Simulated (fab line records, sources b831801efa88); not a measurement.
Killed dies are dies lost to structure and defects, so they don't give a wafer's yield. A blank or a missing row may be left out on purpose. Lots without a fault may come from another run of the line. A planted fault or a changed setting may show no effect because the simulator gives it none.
fab line records | flow sky130
record lots=12 wafers=36 last_day=50
route steps=708 shown LOCAL_INTERCONNECT@399 METAL1@438 METAL2@500 PAD_OPEN@708
lots that met no fault: from a run of the same line without faults
start_h: hours from the record's first day to the start of the lot's first wafer shown | wait_h: hours since the lot's step before | " the same as in the row above | L1.1+2: a row that stands for several wafers | - no value, or no start given | * or withheld: withheld | < > ~ a bound
route shown NAME@n: a module of which the file shows steps, and the number in the route of the first | usual: mean/standard deviation of fault-free wafers | same: alike in all rows | chamber/n: place in a boat | sites: the reading at each site | _std_site: their standard deviation | _edge_site: outer sites' mean less inner sites' | radius_mm: how far each site lies from the wafer's centre | mask NAME#n: copy n | behind: the tool/chamber that last shaped the wafer | hold: why the lot was held/for how many hours/how that ended | device: the transistor (n, p or np) that didn't switch | end of line: the same wafers' tests at the end of the route | a step without rows: its recipe alone | killed: dies lost to structure and defects at the first sort, not the wafer's yield | map: a wafer's dies, x killed, . not, _ none there
set.NAME: the setting as run; set.NAME@STEP: as run at that earlier step | model.NAME: the simulator's own value behind a step, which no gauge read
steps of the route over a sample of lots; a table a step, a row a wafer
services: from which hour (start_h, from the record's first day; less than 0 if before it) a tool's chamber was out of use, for how many hours, and why
## steps
# step SKY_LOCAL_INTERCONNECT_OVL_MEAS_12
# usual LOCAL_INTERCONNECT_OVL=-4/5.4
# columns lot.wafer tool chamber start_h wait_h LOCAL_INTERCONNECT_OVL[nm]
L684.1 overlay-01 - 734.66 0.1 1
L684.3 " - " " -2
L684.6 " - " " -1
L685.1 overlay-01 - 735.37 0.1 -10
L685.4 " - " " -7
L685.5 " - " " -14
L687.2 overlay-01 - 761.43 0.1 2
L687.5 " - " " -3
L687.6 " - " " -2
L686.1 overlay-02 - 762.66 0.1 -3
L686.4 " - " " -7
L686.5 " - " " -9
L689.1 overlay-02 - 764.62 0.1 2
L689.4 " - " " -5
L689.5 " - " " 5
L688.1 overlay-02 - 776.67 0.1 0
L688.4 " - " " 0
L688.5 " - " " -2
L690.1 overlay-01 - 786.57 0.1 -3
L690.3 " - " " 0
L690.5 " - " " -6
L698.2 overlay-01 - 831.97 0.1 -10
L698.3 " - " " -9
L698.4 " - " " -6
L701.3 overlay-01 - 849.19 0.1 0
L701.4 " - " " -13
L701.6 " - " " -7
L705.1 overlay-02 - 873.06 0.1 1
L705.3 " - " " 2
L705.5 " - " " -10
L706.1 overlay-01 - 877.27 0.1 -9
L706.2 " - " " -11
L706.6 " - " " -6
L707.1 overlay-02 - 881.39 0.1 -3
L707.2 " - " " 0
L707.6 " - " " 0
# step SKY_METAL1_SPUTTER_04
# recipe material=TiN target_thk_nm=70 power_w=6500 time_s=58.3 chamber_pressure_pa=0.4
# usual throttle_valve_pct=30.5/0.69
# same time_s=58.3
# columns lot.wafer tool chamber start_h wait_h throttle_valve_pct
L684.1 pvd_sputter-04 - 765.47 0.0 30.0
L684.3 " - " " 30.4
L684.6 " - " " 30.4
L685.1 pvd_sputter-02 - 766.12 0.0 31.9
L685.4 " - " " 31.4
L685.5 " - " " 30.5
L687.2 pvd_sputter-02 - 788.96 0.0 31.4
L687.5 " - " " 30.0
L687.6 " - " " 30.8
L686.1 pvd_sputter-02 - 790.67 0.0 29.8
L686.4 " - " " 31.5
L686.5 " - " " 31.3
L689.1 pvd_sputter-02 - 793.52 0.0 30.8
L689.4 " - " " 31.7
L689.5 " - " " 31.8
L688.1 pvd_sputter-02 - 805.53 0.0 29.8
L688.4 " - " " 31.9
L688.5 " - " " 30.9
L690.1 pvd_sputter-03 - 816.43 0.0 30.3
L690.3 " - " " 30.6
L690.5 " - " " 30.7
L698.2 pvd_sputter-04 - 860.22 0.0 29.9
L698.3 " - " " 30.4
L698.4 " - " " 30.2
L701.3 pvd_sputter-03 - 878.12 0.0 29.4
L701.4 " - " " 30.4
L701.6 " - " " 29.3
L705.1 pvd_sputter-04 - 901.61 0.0 30.3
L705.3 " - " " 30.6
L705.5 " - " " 30.4
L706.1 pvd_sputter-03 - 906.20 0.0 30.6
L706.2 " - " " 30.0
L706.6 " - " " 31.0
L707.1 pvd_sputter-04 - 910.07 0.0 30.2
L707.2 " - " " 30.0
L707.6 " - " " 30.3
# step SKY_METAL1_CD_MEAS_15
# recipe target_cd_nm=140
# usual cd_nm=140.2/1.3
# columns lot.wafer tool chamber start_h wait_h cd_nm
L684.1 cd_sem-01 - 791.10 - 140.4
L684.3 " - " " 140.1
L684.6 " - " " 139.8
L685.1 cd_sem-01 - 791.94 - 139.3
L685.4 " - " " 140.2
L685.5 " - " " 139.0
L687.2 cd_sem-02 - 815.82 - 138.3
L687.5 " - " " 138.7
L687.6 " - " " 138.5
L686.1 cd_sem-02 - 817.65 - 140.9
L686.4 " - " " 141.7
L686.5 " - " " 140.9
L689.1 cd_sem-01 - 821.29 - 142.2
L689.4 " - " " 142.5
L689.5 " - " " 141.6
L688.1 cd_sem-01 - 833.00 - 140.9
L688.4 " - " " 139.7
L688.5 " - " " 140.7
L690.1 cd_sem-01 - 841.80 - 140.7
L690.3 " - " " 140.7
L690.5 " - " " 140.3
L698.2 cd_sem-01 - 885.47 - 141.6
L698.3 " - " " 140.2
L698.4 " - " " 138.7
L701.3 cd_sem-01 - 904.35 - 139.2
L701.4 " - " " 140.0
L701.6 " - " " 140.3
L705.1 cd_sem-02 - 925.85 - 136.7
L705.3 " - " " 137.0
L705.5 " - " " 137.4
L706.1 cd_sem-02 - 930.90 - 142.1
L706.2 " - " " 141.3
L706.6 " - " " 140.8
L707.1 cd_sem-01 - 934.40 - 138.8
L707.2 " - " " 140.1
L707.6 " - " " 139.1
# step SKY_METAL2_DESCUM_17
# recipe chemistry=O2 source_power_w=150 bias_power_w=0 pressure_mtorr=10 temp_c=40 time_s=8
# usual drypump_motor_current_A=5.87/0.16 oes_product_au=0.993/0.008
# same time_s=8
# columns lot.wafer tool chamber start_h wait_h drypump_motor_current_A oes_product_au rf_hours_counter_h
L684.1 rie_metal-01 0 847.76 0.0 5.99 0.994 9
L684.3 " 0 " " 6.01 0.999 -
L684.6 " 0 " " 5.98 0.985 -
L685.1 rie_metal-04 1 848.25 0.0 5.79 0.990 2
L685.4 " 1 " " 5.78 0.988 -
L685.5 " 1 " " 5.78 0.985 -
L687.2 rie_metal-02 1 870.25 0.0 5.65 0.994 18
L687.5 " 1 " " 5.67 0.988 -
L687.6 " 0 " " 6.12 0.990 -
L686.1 rie_metal-04 1 871.79 0.0 5.77 0.994 3
L686.4 " 1 " " 5.78 1.000 -
L686.5 " 0 " " 5.73 0.989 -
L689.1 rie_metal-04 0 876.10 0.0 5.74 0.974 16
L689.4 " 1 " " 5.76 0.987 -
L689.5 " 1 " " 5.77 0.994 -
L688.1 rie_metal-04 1 886.35 0.0 5.77 0.995 3
L688.4 " 1 " " 5.78 0.999 -
L688.5 " 1 " " 5.78 0.991 -
L690.1 rie_metal-01 0 901.94 0.0 6.02 0.997 13
L690.3 " 0 " " 6.01 0.998 -
L690.5 " 0 " " 6.00 0.991 -
L698.2 rie_metal-04 0 938.40 0.0 5.75 0.992 0
L698.3 " 0 " " 5.77 0.993 -
L698.4 " 1 " " 5.78 1.001 -
L701.3 rie_metal-04 1 955.72 0.0 5.77 1.005 -
L701.4 " 0 " " 5.74 0.993 -
L701.6 " 0 " " 5.73 0.992 -
L705.1 rie_metal-04 1 976.61 0.0 5.78 1.003 7
L705.3 " 1 " " 5.78 1.003 -
L705.5 " 0 " " 5.74 1.002 -
L706.1 rie_metal-01 1 982.26 0.0 5.96 1.001 6
L706.2 " 0 " " 5.97 0.998 17
L706.6 " 1 " " 5.96 0.994 -
L707.1 rie_metal-01 0 985.75 0.0 5.98 0.991 17
L707.2 " 1 " " 5.96 1.006 6
L707.6 " 0 " " 5.96 0.984 -
# step SKY_PAD_OPEN_PROBE_99
# usual defect_limited_yield=82.3/1.8 killed_at_M0_to_M3=44/6.9 killed_at_M4_up=3.3/1.7 killed_at_contacts=24/5.5 killed_at_front_end=16/4.5 killed_at_other=0.2/0.46 killed_dies=87/9.1 killed_open=48/7.3 killed_short=39/6.2 sort_bin_3_pad_short=0.9/0.4 sort_bin_5_function=10.4/1.5 sort_bin_6_memory=6.4/1.2 sort_n_pass=405/9.1 sort_yield_pct=82.3/1.8
# same gross_dies=492 killed_at_back_side=0 sort_bin_4_leakage[%]=0 sort_bin_8_speed[%]=0
# columns lot.wafer tool chamber start_h wait_h defect_limited_yield[%] killed_at_M0_to_M3 killed_at_M4_up killed_at_contacts killed_at_front_end killed_at_other killed_dies killed_open killed_short sort_bin_3_pad_short[%] sort_bin_5_function[%] sort_bin_6_memory[%] sort_n_pass sort_yield_pct[%]
L689.1 prober-01 - 1118.37 0.1 73.0 102 2 14 15 0 133 46 28 3.9 17.5 5.7 359 73.0
L689.4 prober-01 - 1118.52 0.2 67.7 104 1 30 24 0 159 65 26 4.9 17.3 10.2 333 67.7
L689.5 prober-01 - 1118.57 0.2 70.5 102 1 26 16 0 145 43 43 3.7 19.5 6.3 347 70.5
L688.1 prober-02 - 1126.41 0.1 73.6 84 0 28 18 0 130 36 54 5.5 14.6 6.3 362 73.6
L688.4 prober-02 - 1126.56 0.2 70.1 109 2 14 22 0 147 44 40 3.3 18.9 7.7 345 70.1
L688.5 prober-02 - 1126.61 0.2 69.3 100 1 30 20 0 151 46 44 4.1 18.5 8.1 341 69.3
# killed by level:class
L689.1 METAL1:unspecified=59 VIA1:geometric_particle:open=13 VIA2:geometric_particle:open=8 VIA3:geometric_particle:open=8 FIELD_ISO:geometric_particle:short=5 METAL1:geometric_particle:short=5 FIELD_ISO:geometric_particle:open=4 LI_CONTACT:geometric_particle:open=4
L689.4 METAL1:unspecified=65 CONTACT:geometric_particle:open=13 VIA1:geometric_particle:open=12 LI_CONTACT:geometric_particle:open=11 FIELD_ISO:geometric_particle:open=9 VIA3:geometric_particle:open=6 POLY_GATE:geometric_particle:open=5 VIA2:geometric_particle:open=5
L689.5 METAL1:unspecified=59 CONTACT:geometric_particle:open=10 LI_CONTACT:geometric_particle:open=8 VIA3:geometric_particle:short=7 VIA1:geometric_particle:short=7 FIELD_ISO:geometric_particle:short=6 VIA2:geometric_particle:open=6 VIA3:geometric_particle:open=6
L688.1 METAL1:unspecified=40 METAL2:geometric_particle:short=7 CONTACT:geometric_particle:short=7 CONTACT:geometric_particle:open=7 VIA1:geometric_particle:open=7 VIA3:geometric_particle:short=7 FIELD_ISO:geometric_particle:short=6 LI_CONTACT:geometric_particle:open=6
L688.4 METAL1:unspecified=62 VIA1:geometric_particle:open=15 FIELD_ISO:geometric_particle:short=7 CONTACT:geometric_particle:open=6 METAL1:geometric_particle:short=6 VIA1:geometric_particle:short=5 FIELD_ISO:geometric_particle:open=4 POLY_GATE:geometric_particle:short=4
L688.5 METAL1:unspecified=61 CONTACT:geometric_particle:open=11 METAL2:geometric_particle:short=7 CONTACT:geometric_particle:short=7 VIA1:geometric_particle:open=7 VIA3:geometric_particle:open=7 POLY_GATE:geometric_particle:short=6 LOCAL_INTERCONNECT:geometric_particle:short=6
## services
# columns tool chamber start_h hours kind
rie_metal-04 1 779.20 - clean
rie_metal-04 1 779.20 16.3 scheduled_down
rie_metal-04 1 779.20 16.3 vent_cycle
pvd_sputter-03 0 790.81 - consumable_replace:kit
pvd_sputter-03 0 790.81 18.0 scheduled_down
pvd_sputter-03 0 790.81 18.0 vent_cycle
rie_metal-01 1 811.51 9.1 repair
pvd_sputter-04 - 819.20 1.4 repair
rie_metal-02 - 826.27 0.3 repair
rie_metal-01 1 838.27 71.5 repair
pvd_sputter-02 0 851.42 - consumable_replace:kit
pvd_sputter-02 0 851.42 18.0 scheduled_down
pvd_sputter-02 0 851.42 18.0 vent_cycle
pvd_sputter-04 2 877.67 - consumable_replace:kit
pvd_sputter-04 2 877.67 18.0 scheduled_down
pvd_sputter-04 2 877.67 18.0 vent_cycle
rie_metal-02 1 881.25 - clean
rie_metal-02 0 899.43 2.2 repair
rie_metal-04 0 909.02 - clean
rie_metal-04 0 909.02 14.6 scheduled_down
rie_metal-04 0 909.02 14.6 vent_cycle
pvd_sputter-02 - 924.80 1.3 repair
rie_metal-04 - 928.42 2.8 pm
rie_metal-02 - 959.38 1.4 pm
## key
first_sign step=SKY_PAD_OPEN_PROBE_99 reading=sort_bin_3_pad_short direction=up sigmas=8.2 usual=0.9 struck=4.2
effect step=SKY_PAD_OPEN_PROBE_99 reading=killed_at_M0_to_M3 direction=up sigmas=8.2 usual=44 struck=100
met_at SKY_METAL1_SPUTTER_04
struck_lots L688,L689
not_acting_at SKY_LOCAL_INTERCONNECT_OVL_MEAS_12,SKY_METAL1_CD_MEAS_15,SKY_METAL2_DESCUM_17
onset_between 790.67 793.52
fault kind=chamber_particle_source tool=pvd_sputter-02 chamber=- onset_h=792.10 steps=SKY_METAL1_SPUTTER_04 rate_per_visit_cm2=1.5288 end_h=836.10
